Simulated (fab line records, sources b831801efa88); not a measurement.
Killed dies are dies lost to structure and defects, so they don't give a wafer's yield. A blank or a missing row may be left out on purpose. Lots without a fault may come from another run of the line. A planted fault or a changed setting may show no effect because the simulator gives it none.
Which tool did it? | flow gf180mcu | 7 lots, 21 wafers sampled, at 2 steps of a route of 602

WHAT THE GAUGES READ, wafer by wafer
GF_SALICIDE_RS_MEAS_04: measures by four-point-probe.
lot  | measured     | on            | SALICIDE_TIN_RS (ohm/sq)
L248 | day 15 13:30 | film_metro-03 | 16.0 16.6 16.2
L253 | day 17 11:09 | film_metro-04 | 16.6 16.0 16.5
L257 | day 18 17:56 | film_metro-03 | 18.7 17.9 18.3
L262 | day 20 13:52 | film_metro-03 | 16.6 17.0 16.3
L266 | day 22 07:57 | film_metro-04 | 16.4 16.4 16.5
L268 | day 22 13:27 | film_metro-04 | 16.5 16.2 16.6
L270 | day 23 09:06 | film_metro-03 | 16.9 16.9 16.7

WHICH TOOL RAN EACH LOT (tool, then ch and the chambers of the sampled wafers, then the start)
lot  | GF_SALICIDE_SPUTTER_02
L248 | pvd_sputter-01, day 15 13:26
L253 | pvd_sputter-02, day 17 11:05
L257 | pvd_sputter-02, day 18 17:50
L262 | pvd_sputter-01, day 20 13:46
L266 | pvd_sputter-04, day 22 07:53
L268 | pvd_sputter-02, day 22 13:23
L270 | pvd_sputter-02, day 23 09:03
- GF_SALICIDE_SPUTTER_02: material Co, target thk 10 nm, time 20 s.

THE ANSWER, worked out from the rows above alone
Rule: what is usual is taken from the lots themselves. Put in order of their means at a reading, lots are off if they are a third of the lots or fewer, leave a main group of 4 or more, and stand apart from it by a gap of 3 or more times the standard deviation of the main group's means; of several such gaps the widest counts. A main group whose means are all the same, to the digits that the tables above print for the reading, isn't used. A lot without any number at a reading at which 4 lots or more have one is off too. The other lots that the step has rows for count as sound.
Off: L257, at GF_SALICIDE_RS_MEAS_04 (SALICIDE_TIN_RS). The main group: mean 16.5 ohm/sq, standard deviation 0.19.
A tool fits if, at a process step before that reading, it ran every lot that is off, and no sound lot after the first of them. The gauges at GF_SALICIDE_RS_MEAS_04 are tried like those tools. None of those tried fits.

WHAT THE SIMULATOR HAD PUT IN
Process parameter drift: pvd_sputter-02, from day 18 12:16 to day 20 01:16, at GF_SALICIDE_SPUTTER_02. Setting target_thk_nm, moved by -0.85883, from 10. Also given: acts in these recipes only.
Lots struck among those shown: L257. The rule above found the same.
